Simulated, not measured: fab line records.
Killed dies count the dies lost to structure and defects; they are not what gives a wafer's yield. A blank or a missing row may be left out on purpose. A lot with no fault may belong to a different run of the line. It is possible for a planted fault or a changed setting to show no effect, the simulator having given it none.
The same fault as seen by 2 desks | flow sky130 | each desk has only its own numbers; what lay behind them comes last

== THE METROLOGY DESK ==
What the gauges read for every lot (on any tool): the sampled wafers with a number, averaged. The brackets show how far a lot's mean lies from the usual mean; more than 4 standard deviations puts the lot out of limits, marked OUT.
Columns: A = CAP2M_TIN_THK at SKY_CAP2M_THK_MEAS_04, usual 199.0 nm; B = VIA4_HDPCVD_THK at SKY_VIA4_THK_MEAS_01, usual 1747 nm
lot  | first seen here | A     | B
L937 | day 39 12:47    | 201.4 | 1773
L936 | day 39 15:27    | 198.2 | 1763
L938 | day 40 00:26    | 198.1 | 1753
L939 | day 40 05:52    | 202.8 | 1757
L942 | day 41 06:35    | 202.2 | 1755
L944 | day 41 21:22    | 199.9 | 1725
L945 | day 42 07:01    | 198.9 | 1759
L949 | day 43 09:13    | 195.4 | 1755
L954 | day 44 10:56    | 200.0 | 2545 (+40) OUT
L955 | day 44 14:32    | 199.6 | 2530 (+39) OUT
L959 | day 46 03:29    | 197.0 | 1729
Per this desk, out of limits: L954, L955; the first was L954, day 46 08:01 (VIA4_HDPCVD_THK at SKY_VIA4_THK_MEAS_01). L937, L936, L938, L939, L942, L944, L945, L949, L959: within limits.

== TOOL OWNER'S DESK, hdpcvd-01 ==
The tool's own readings at SKY_VIA4_HDPCVD_00 (deposits SiO2, target thk 1750 nm, time 291.7 s): means of the sampled wafers that have a number, for each lot that ran on this tool. The brackets show how far a lot's mean lies from the usual mean; more than 4 standard deviations puts the lot out of limits, marked OUT.
Columns: A = run-length-s at SKY_VIA4_HDPCVD_00, usual 319.4 s
lot  | first seen here | A
L937 | day 41 14:52    | 318.9
L936 | day 41 17:53    | 318.9
L938 | day 42 02:45    | 318.9
L939 | day 42 07:24    | 318.9
L945 | day 44 06:34    | 319.0
L949 | day 45 07:14    | 319.1
L954 | day 46 07:44    | 451.8 (+99 or more) OUT
L955 | day 46 11:16    | 452.0 (+99 or more) OUT
This desk finds L954, L955 out of limits, L954 being first, at day 46 07:44 (run-length-s at SKY_VIA4_HDPCVD_00). L937, L936, L938, L939, L945, L949: within limits.

== TAKEN TOGETHER ==
An alarm could have come from the tool owner's desk at day 46 07:44, on L954, L955.
At day 46 08:01 the metrology desk could have sounded an alarm, on L954, L955.
The lots listed all ran SKY_VIA4_HDPCVD_00 on hdpcvd-01.

== WHAT THE SIMULATOR HAD INSERTED ==
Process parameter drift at SKY_VIA4_HDPCVD_00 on hdpcvd-01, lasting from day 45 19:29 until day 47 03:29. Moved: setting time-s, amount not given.
Shown lots that were struck: L954, L955.
Counting hours from when the fault started, the first reading out of limits came at 12 for the tool owner's desk and at 13 for the metrology desk.
